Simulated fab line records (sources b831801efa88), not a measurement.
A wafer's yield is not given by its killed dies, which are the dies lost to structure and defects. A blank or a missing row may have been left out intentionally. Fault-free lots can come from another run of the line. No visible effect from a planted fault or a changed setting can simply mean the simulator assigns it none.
Struck lot and sound lot, side by side || flow sky130 || 26 steps out of a route of 708
Sound: wafers L183.1, L183.4, L183.5. Struck: wafers L174.1, L174.4, L174.5. Last of all comes the cause.
For every step that has rows: the tool of each side, followed by ch and its chambers, followed by its first start. Under that, the readings that differ: sound wafers || struck wafers || difference of the means || sigmas: that difference in standard deviations of wafers without a fault.
alike: same words and numbers on both sides, and readings whose means sit less than 2 such deviations apart. not compared: any withheld reading, any reading some wafer has no value for, any bound like >300 that may hide the same value, and any number with overlapping values for which the record gives no deviation.
Wherever a step has rows on one side only, a row that says differs or no value, or a row with sigmas, the two part there. Numbers that have no deviation but don't overlap get no sigmas and don't part them. A reading that every wafer of one side lacks parts them only if that side has two wafers or more.

first, 1 step without rows for these wafers: SKY_VT_ADJUST_HVTP_IMPLANT_09.
SKY_VT_ADJUST_HVTP_STRIP_10: strips in O2/N2.
  sound on plasma asher-04 ch 0,1, day 12 13:46; struck on plasma asher-03 ch 0,1, day 9 15:47
  alike: chamber pressure mTorr, drypump motor current A, oes product au, strip time to endpoint s
  not compared: rf hours counter h
SKY_VT_ADJUST_HVTP_TW_MEAS_11:
  struck on film metro-01, day 9 15:53; sound on film metro-02, day 12 13:52
  alike: VT_ADJUST_HVTP_TW
then, 7 steps without rows for these wafers: SKY_VT_ADJUST_LVTN_DEHYDRATE_00 (time 60 s); SKY_VT_ADJUST_LVTN_HMDS_01 (prime time 60 s); SKY_VT_ADJUST_LVTN_COAT_02 (resist thk 3000 nm); SKY_VT_ADJUST_LVTN_SOFTBAKE_03; SKY_VT_ADJUST_LVTN_EXPOSE_04 (exposes mask NWM COMPLEMENT LESS NATIVE, target cd 840 nm); SKY_VT_ADJUST_LVTN_PEB_05; SKY_VT_ADJUST_LVTN_DEVELOP_06 (develop time 60 s).
SKY_VT_ADJUST_LVTN_OVL_MEAS_07:
  struck on overlay-02, day 10 13:36; sound on overlay-01, day 13 14:31
  alike: VT_ADJUST_LVTN_OVL
then, 1 step without rows for these wafers: SKY_VT_ADJUST_LVTN_IMPLANT_08.
SKY_VT_ADJUST_LVTN_STRIP_09: strips in O2/N2.
  sound on plasma asher-02 ch 0,1, day 13 14:42; struck on plasma asher-01 ch 0,1, day 10 13:47
  no value came back on the struck wafers for chamber pressure mTorr (mTorr), drypump motor current A (A), oes product au (a.u.), strip time to endpoint s (s); on the sound wafers chamber pressure mTorr (mTorr) reads 1503.0 1501.1 1501.1
{"reading": "model.coat_of_VT_ADJUST_LVTN_COAT_02.thk nm (nm)", "sound": "0 0 0", "struck": "2997 3002 3001", "difference": "+3000", "sigmas": ""}
  not compared: rf hours counter h
SKY_VT_ADJUST_LVTN_TW_MEAS_10:
  struck on film metro-03, day 10 13:53; sound on film metro-01, day 13 14:48
  alike: VT_ADJUST_LVTN_TW
then, 7 steps without rows for these wafers: SKY_VT_ADJUST_LVTN_DEHYDRATE_11 (time 60 s); SKY_VT_ADJUST_LVTN_HMDS_12 (prime time 60 s); SKY_VT_ADJUST_LVTN_COAT_13 (resist thk 1140 nm); SKY_VT_ADJUST_LVTN_SOFTBAKE_14 (time 60 s); SKY_VT_ADJUST_LVTN_EXPOSE_15 (exposes mask HVN STD DERIVED, target cd 600 nm); SKY_VT_ADJUST_LVTN_PEB_16; SKY_VT_ADJUST_LVTN_DEVELOP_17 (develop time 60 s).
SKY_VT_ADJUST_LVTN_OVL_MEAS_18:
  struck on overlay-02, day 11 12:39; sound on overlay-01, day 14 17:03
  alike: VT_ADJUST_LVTN_01_OVL
then, 1 step without rows for these wafers: SKY_VT_ADJUST_LVTN_IMPLANT_19.
SKY_VT_ADJUST_LVTN_STRIP_20: strips in O2/N2.
  sound on plasma asher-03 ch 0,1, day 14 17:14; struck on plasma asher-02 ch 0,1, day 11 12:50
{"reading": "oes product au (a.u.)", "sound": "0.718 0.711 0.703", "struck": "0.726 0.731 0.724", "difference": "+0.016", "sigmas": "+3"}
{"reading": "strip time to endpoint s (s)", "sound": "14.14 14.13 14.15", "struck": "58.68 58.76 58.76", "difference": "+44.59", "sigmas": "+99 or more"}
  alike: chamber pressure mTorr, drypump motor current A
  not compared: rf hours counter h
SKY_VT_ADJUST_LVTN_TW_MEAS_21:
  struck on film metro-04, day 11 13:10; sound on film metro-01, day 14 17:20
{"reading": "VT_ADJUST_LVTN_2_TW", "sound": "189.0 188.8 189.3", "struck": "30.5 30.4 30.4", "difference": -158.6, "sigmas": "-99 or more"}
  not compared: hold
SKY_PAD_OPEN_PROBE_99:
  the record holds rows for the sound wafers here (prober-01, day 50 22:34) but none for the struck ones

== WHERE THEY PART ==
Earliest at SKY_VT_ADJUST_LVTN_STRIP_09; latest, in this record, at SKY_PAD_OPEN_PROBE_99.

WHY: what had been put in by the simulator
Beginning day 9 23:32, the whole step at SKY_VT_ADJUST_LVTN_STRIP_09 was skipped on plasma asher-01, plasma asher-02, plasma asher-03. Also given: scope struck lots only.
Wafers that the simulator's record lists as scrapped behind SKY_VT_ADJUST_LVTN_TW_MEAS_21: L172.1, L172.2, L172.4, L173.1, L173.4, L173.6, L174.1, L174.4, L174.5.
